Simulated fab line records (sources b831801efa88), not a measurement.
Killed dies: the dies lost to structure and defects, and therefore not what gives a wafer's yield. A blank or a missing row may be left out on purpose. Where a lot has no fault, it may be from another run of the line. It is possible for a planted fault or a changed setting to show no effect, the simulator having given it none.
The tool behind it: which one? + flow gf180mcu + 12 lots, 36 wafers sampled, at 4 steps of a route of 602

## WHAT THE GAUGES READ, wafer by wafer
GF_V2_BOW_MEAS_05. Usual: V2_BOW 98 um, standard deviation 9.
| lot  | measured     | on            | V2_BOW (um) | flag |
|------|--------------|---------------|-------------|------|
| L176 | day 20 13:37 | film_metro-03 | 83 80 87    |      |
| L177 | day 21 01:32 | film_metro-03 | 118 111 107 |      |
| L178 | day 21 10:14 | film_metro-01 | 98 101 101  |      |
| L179 | day 21 17:12 | film_metro-01 | 89 84 86    |      |
| L180 | day 22 08:42 | film_metro-03 | 104 113 101 |      |
| L182 | day 23 02:56 | film_metro-03 | 97 110 89   |      |
| L188 | day 25 01:38 | film_metro-03 | 99 107 115  |      |
| L189 | day 25 09:52 | film_metro-03 | 98 103 103  |      |
| L193 | day 26 11:28 | film_metro-04 | 111 104 111 |      |
| L194 | day 26 20:44 | film_metro-01 | 99 101 95   |      |
| L195 | day 27 01:47 | film_metro-03 | 98 86 92    |      |
| L196 | day 27 09:55 | film_metro-03 | 102 101 110 |      |

## WHICH TOOL RAN EACH LOT (tool, then ch and the chambers of the sampled wafers, then the start)
| lot  | GF_M2_SPUTTER_00             | GF_M2_STRIP_17                       | GF_V2_CVD_02                    |
|------|------------------------------|--------------------------------------|---------------------------------|
| L176 | pvd_sputter-03, day 19 11:41 | plasma_asher-01 ch 0,1, day 20 12:24 | pecvd-02 ch 0,2, day 20 13:11   |
| L177 | pvd_sputter-03, day 19 23:46 | plasma_asher-03 ch 1, day 21 00:17   | pecvd-02 ch 1,2, day 21 01:06   |
| L178 | pvd_sputter-04, day 20 08:14 | plasma_asher-01 ch 0,1, day 21 09:06 | pecvd-02 ch 0,1,2, day 21 09:48 |
| L179 | pvd_sputter-03, day 20 14:40 | plasma_asher-01 ch 1, day 21 16:05   | pecvd-01 ch 0,1, day 21 16:46   |
| L180 | pvd_sputter-04, day 21 07:08 | plasma_asher-02 ch 0,1, day 22 07:29 | pecvd-04 ch 0,2, day 22 08:12   |
| L182 | pvd_sputter-02, day 22 02:26 | plasma_asher-02 ch 0,1, day 23 01:49 | pecvd-01 ch 0,1,2, day 23 02:30 |
| L188 | pvd_sputter-04, day 24 01:19 | plasma_asher-01 ch 1, day 25 00:29   | pecvd-02 ch 0,1,2, day 25 01:11 |
| L189 | pvd_sputter-02, day 24 10:12 | plasma_asher-01 ch 0,1, day 25 08:46 | pecvd-04 ch 1,2, day 25 09:26   |
| L193 | pvd_sputter-03, day 25 12:08 | plasma_asher-03 ch 0,1, day 26 10:21 | pecvd-01 ch 1,2, day 26 11:00   |
| L194 | pvd_sputter-03, day 25 21:43 | plasma_asher-03 ch 0, day 26 19:38   | pecvd-01 ch 0,2, day 26 20:18   |
| L195 | pvd_sputter-04, day 26 03:06 | plasma_asher-03 ch 0,1, day 27 00:20 | pecvd-04 ch 0,1,2, day 27 00:58 |
| L196 | pvd_sputter-04, day 26 11:20 | plasma_asher-03 ch 0,1, day 27 08:48 | pecvd-02 ch 0,1,2, day 27 09:28 |
- GF_M2_SPUTTER_00: material Ti, target thk 37.5 nm, time 150 s.
- GF_M2_STRIP_17: strips in O2/N2.
- GF_V2_CVD_02: deposits SiO2 from TEOS, target thk 850 nm, time 94.851 s.

## WHAT THE TOOLS THEMSELVES READ (means of the sampled wafers that have a number; where no wafer has one, the mark that the record gives instead)
GF_M2_SPUTTER_00. Usual: cathode_dc_power_W 4000.0 W, standard deviation 0.74; chamber_pressure_pa 2.000 Pa, standard deviation 0.0035; throttle_valve_pct 30.4 %, standard deviation 1.2.
| lot  | tool           | cathode_dc_power_W (W) | chamber_pressure_pa (Pa) | throttle_valve_pct (%) | flag |
|------|----------------|------------------------|--------------------------|------------------------|------|
| L176 | pvd_sputter-03 | 3999.6                 | 2.000                    | 31.3                   |      |
| L177 | pvd_sputter-03 | 3999.3                 | 2.003                    | 30.7                   |      |
| L178 | pvd_sputter-04 | 4000.6                 | 1.997                    | 29.8                   |      |
| L179 | pvd_sputter-03 | 3999.8                 | 2.002                    | 29.8                   |      |
| L180 | pvd_sputter-04 | 4000.0                 | 1.997                    | 29.9                   |      |
| L182 | pvd_sputter-02 | 3999.9                 | 2.003                    | 30.6                   |      |
| L188 | pvd_sputter-04 | 3999.9                 | 1.999                    | 30.4                   |      |
| L189 | pvd_sputter-02 | 4000.5                 | 1.998                    | 29.4                   |      |
| L193 | pvd_sputter-03 | 4001.0                 | 1.998                    | 30.1                   |      |
| L194 | pvd_sputter-03 | 4000.1                 | 2.001                    | 31.0                   |      |
| L195 | pvd_sputter-04 | 4000.7                 | 2.002                    | 30.3                   |      |
| L196 | pvd_sputter-04 | 4000.1                 | 2.001                    | 29.6                   |      |

GF_M2_STRIP_17. Usual: drypump_motor_current_A 6.32 A, standard deviation 0.29; heater_power_w 325 W, standard deviation 24; oes_product_au 0.557 a.u., standard deviation 0.0047; strip_time_to_endpoint_s 7.86 s, standard deviation 0.04.
| lot  | tool            | drypump_motor_current_A (A) | heater_power_w (W) | oes_product_au (a.u.) | strip_time_to_endpoint_s (s) | flag |
|------|-----------------|-----------------------------|--------------------|-----------------------|------------------------------|------|
| L176 | plasma_asher-01 | 6.68                        | 305                | 0.561                 | 7.87                         |      |
| L177 | plasma_asher-03 | 6.13                        | 325                | 0.558                 | 7.92                         |      |
| L178 | plasma_asher-01 | 6.66                        | 307                | 0.557                 | 7.88                         |      |
| L179 | plasma_asher-01 | 6.60                        | 304                | 0.558                 | 7.86                         |      |
| L180 | plasma_asher-02 | 6.15                        | 353                | 0.558                 | 7.85                         |      |
| L182 | plasma_asher-02 | 6.18                        | 348                | 0.559                 | 7.85                         |      |
| L188 | plasma_asher-01 | 6.58                        | 295                | 0.557                 | 7.83                         |      |
| L189 | plasma_asher-01 | 6.65                        | 302                | 0.558                 | 7.85                         |      |
| L193 | plasma_asher-03 | 6.05                        | 334                | 0.555                 | 7.84                         |      |
| L194 | plasma_asher-03 | 5.98                        | 347                | 0.556                 | 7.86                         |      |
| L195 | plasma_asher-03 | 6.08                        | 330                | 0.555                 | 7.89                         |      |
| L196 | plasma_asher-03 | 6.01                        | 342                | 0.558                 | 7.82                         |      |

GF_V2_CVD_02. Usual: heater_power_outer_w 368 W, standard deviation 58; heater_power_w 639 W, standard deviation 88.
| lot  | tool     | heater_power_outer_w (W) | heater_power_w (W) | flag |
|------|----------|--------------------------|--------------------|------|
| L176 | pecvd-02 | 372                      | 692                |      |
| L177 | pecvd-02 | 393                      | 701                |      |
| L178 | pecvd-02 | 379                      | 689                |      |
| L179 | pecvd-01 | 293                      | 562                |      |
| L180 | pecvd-04 | 421                      | 699                |      |
| L182 | pecvd-01 | 336                      | 604                |      |
| L188 | pecvd-02 | 405                      | 723                |      |
| L189 | pecvd-04 | 338                      | 588                |      |
| L193 | pecvd-01 | 323                      | 566                |      |
| L194 | pecvd-01 | 362                      | 642                |      |
| L195 | pecvd-04 | 394                      | 650                |      |
| L196 | pecvd-02 | 366                      | 675                |      |

## THE ANSWER, worked out from the rows above alone
Rule: a lot is off if the mean of its wafers that have a number lies more than 3 standard deviations from the usual mean. A lot without any number at a reading at which 4 lots or more have one is off too. The other lots that the step has rows for count as sound. After the gauges, taken in route order, come the tools' own readings; for these a lot's mean is taken, as printed above. The first step at which some lot is off is used, and at that step the reading that is off furthest; a lot without a number counts as furthest.
No lot is off at any reading shown: from this, nothing can be told.

## WHAT WAS PUT IN BY THE SIMULATOR
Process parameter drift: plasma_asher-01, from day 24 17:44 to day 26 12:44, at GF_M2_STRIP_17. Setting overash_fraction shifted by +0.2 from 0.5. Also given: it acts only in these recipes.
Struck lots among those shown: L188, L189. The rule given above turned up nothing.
